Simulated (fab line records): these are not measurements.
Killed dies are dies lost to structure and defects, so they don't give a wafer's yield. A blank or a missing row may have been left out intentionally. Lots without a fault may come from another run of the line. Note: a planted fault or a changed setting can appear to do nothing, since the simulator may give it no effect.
One fault seen from 2 desks / flow gf180mcu / only its own numbers are on each desk; what lay behind them is given at the end

FOR THE TOOL OWNER'S DESK: pvdSputter-02
The tool's own readings at GF_MIM_SPUTTER_08 (material AlCu, target thk 200 nm, time 10.6 s): means of the sampled wafers that have a number, for each lot that ran on this tool. Marked OUT: a lot whose mean sits more than 4 standard deviations from the usual mean, which makes it out of limits; the brackets give that distance.
Columns: A = cathodeDcPowerW at GF_MIM_SPUTTER_08, usual 10600 W; B = throttleValvePct at GF_MIM_SPUTTER_08, usual 30.0 %
lot=L789; first seen here=day 26 16:26; A=10600; B=30.0
lot=L794; first seen here=day 28 11:06; A=10399 (-99 or more) OUT; B=29.5
lot=L796; first seen here=day 28 16:29; A=10398 (-99 or more) OUT; B=30.0
This desk finds L794, L796 out of limits, L794 being first, at day 28 11:06 (cathodeDcPowerW at GF_MIM_SPUTTER_08). In limits: L789.

AT THE METROLOGY DESK
Means of the sampled wafers that have a number, per lot and without regard to the tool the lot ran on: this is what the gauges read. Marked OUT: a lot whose mean sits more than 4 standard deviations from the usual mean, which makes it out of limits; the brackets give that distance.
Columns: A = V4_W_RS at GF_V4_RS_MEAS_24, usual 0.330 ohm/sq; B = V4_W_THK at GF_V4_THK_MEAS_25, usual 342 nm; C = MIM_CVD_05_THK at GF_MIM_THK_MEAS_06, usual 42.1 nm; D = MIM_ALCU_RS at GF_MIM_RS_MEAS_10, usual 0.1609 ohm/sq; E = MIM_ALCU_THK at GF_MIM_THK_MEAS_11, usual 201.9 nm
lot=L787; first seen here=day 25 19:31; A=0.330; B=341; C=42.6; D=0.1584; E=203.5
lot=L789; first seen here=day 26 15:36; A=0.331; B=340; C=42.3; D=0.1638; E=199.3
lot=L794; first seen here=day 28 10:16; A=0.326; B=345; C=42.1; D=0.1648; E=196.7
lot=L796; first seen here=day 28 15:43; A=0.332; B=344; C=42.5; D=0.1667; E=194.7
lot=L804; first seen here=day 30 23:31; A=0.331; B=342; C=42.9; D=0.1614; E=202.1
lot=L806; first seen here=day 31 19:53; A=0.336; B=341; C=42.3; D=0.1618; E=201.4
Finding of this desk: none of the 6 lots has anything out of limits.

TAKEN TOGETHER
The tool owner's desk had the chance to raise an alarm at day 28 11:06 on L794, L796.
At the metrology desk, nothing out of limits was observed.
The metrology desk has L794, L796 on record, within its limits.
All the named lots went through GF_MIM_SPUTTER_08 on pvdSputter-02.

WHAT WAS PUT IN BY THE SIMULATOR
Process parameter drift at GF_MIM_SPUTTER_08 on pvdSputter-02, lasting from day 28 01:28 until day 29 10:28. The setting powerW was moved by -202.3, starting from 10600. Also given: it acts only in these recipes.
Struck lots among those shown: L794, L796.
How many hours passed from the start of the fault until each desk's first out-of-limits reading: the tool owner's desk, 10.
